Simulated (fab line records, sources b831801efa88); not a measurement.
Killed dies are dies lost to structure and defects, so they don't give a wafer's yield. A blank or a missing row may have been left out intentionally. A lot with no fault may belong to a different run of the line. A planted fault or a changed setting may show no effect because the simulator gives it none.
Matching of chambers -- flow gf180mcu -- GF_PASSIVATION_CVD_02 on pecvd-03 has 3 sister chambers
The step deposits Si3N4, target thk 700 nm, time 486.18 s. 3 wafers are shown with their chamber, then 7 later ones without.

== WAFERS WITH THEIR CHAMBER ==
wafer,chamber,heaterPowerW (W)
L456.6,1,649
L458.4,2,765
L458.5,0,752

== WAFERS WITHOUT THEIR CHAMBER ==
wafer,heaterPowerW (W)
L458.6,699
L463.1,720
L463.3,718
L463.4,769
L465.1,616
L465.3,775
L465.6,643

== THE CHAMBER EACH PASSED THROUGH ==
wafer,from the rows above,in truth
L458.6,can't be placed: 1 or 0 or 2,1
L463.1,can't be placed: 0 or 2 or 1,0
L463.3,can't be placed: 0 or 2 or 1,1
L463.4,can't be placed: 2 or 0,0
L465.1,1,1
L465.3,can't be placed: 2 or 0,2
L465.6,1,1
Correct placement for 2 of the 7. These rows do not allow placing 5 (true chamber among the candidates in 5). Placed wrongly: 0.
How it was worked out, from the rows above alone: a wafer's distance from a chamber is the root of the sum, over the readings, of the square of ((its reading less the chamber's mean) divided by the reading's scatter). The wafer belongs to the nearest chamber; if the next one is less than 2 further off, it can't be placed. Each chamber's mean is taken over the wafers shown for it. The scatter: with one shown wafer a chamber, the root of the mean of the squares of how far each hidden wafer lies from its nearest shown one.
